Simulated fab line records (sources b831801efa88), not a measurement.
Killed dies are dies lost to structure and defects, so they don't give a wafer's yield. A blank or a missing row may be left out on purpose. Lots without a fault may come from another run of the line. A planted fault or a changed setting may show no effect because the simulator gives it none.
Matching of chambers	flow sky130	SKY_POLY_GATE_ETCH_16 on rieDiel-02 has 4 sister chambers
The step etches Si3N4 in CH3F/O2, stops on poly-Si, time 147.5 s, target depth 75 nm. 16 wafers are shown with their chamber, then 8 later ones without.

== WAFERS PAIRED WITH THEIR CHAMBERS ==
wafer	chamber	drypumpMotorCurrentA (A)	throttleValvePct (%)	chamberPressureMTorr (mTorr)
L081.2	2	6.2	10.537	25.050
L081.5	0	6.2	10.543	24.963
L081.6	1	6.1	10.536	25.000
L084.1	0	6.3	10.535	24.997
L084.2	3	5.8	10.531	24.982
L084.5	3	5.8	10.540	25.018
L087.1	3	5.8	10.528	24.976
L087.3	2	6.2	10.526	25.000
L087.5	2	6.2	10.534	25.005
L089.1	1	6.1	10.541	24.978
L089.3	3	5.8	10.536	25.005
L089.4	0	6.3	10.539	25.015
L092.3	1	6.1	10.552	25.006
L092.5	0	6.3	10.533	25.019
L092.6	1	6.1	10.539	24.958
L091.1	3	5.8	10.536	24.998

SIGNATURES (means of the wafers above)
reading	chamber 0	chamber 1	chamber 2	chamber 3	scatter within a chamber
drypumpMotorCurrentA	6.275	6.100	6.200	5.800	0.025
throttleValvePct	10.53750	10.54200	10.53233	10.53420	0.00547
chamberPressureMTorr	24.99850	24.98550	25.01833	24.99580	0.0225
Rule: distance of a wafer from a chamber = root of the sum over the readings of ((wafer's reading minus chamber's mean) / reading's scatter) squared. If the next closest chamber is less than 2 further off than the closest, the wafer can't be placed; otherwise it belongs to the closest. The scatter: the root of (the sum of the squares of (reading less its chamber's mean) over the shown wafers, divided by (wafers less chambers)).

== WAFERS WITH NO CHAMBER GIVEN ==
wafer	drypumpMotorCurrentA (A)	throttleValvePct (%)	chamberPressureMTorr (mTorr)
L091.3	6.1	10.530	24.993
L091.5	6.3	10.538	25.089
L093.1	5.8	10.523	24.995
L093.3	6.1	10.542	25.029
L093.6	6.1	10.526	25.019
L095.1	6.1	10.528	24.985
L095.3	6.2	10.533	24.988
L095.6	5.8	10.531	25.009

== CHAMBER TAKEN BY EACH ==
wafer	from the rows above	in truth
L091.3	can't be placed: 1 or 2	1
L091.5	can't be placed: 0 or 2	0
L093.1	3	3
L093.3	1	1
L093.6	can't be placed: 1 or 2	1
L095.1	can't be placed: 1 or 2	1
L095.3	can't be placed: 2 or 0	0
L095.6	3	3
Correct placement for 3 of the 8. These rows do not allow placing 5 (true chamber among the candidates in 5). Number placed wrongly: 0.
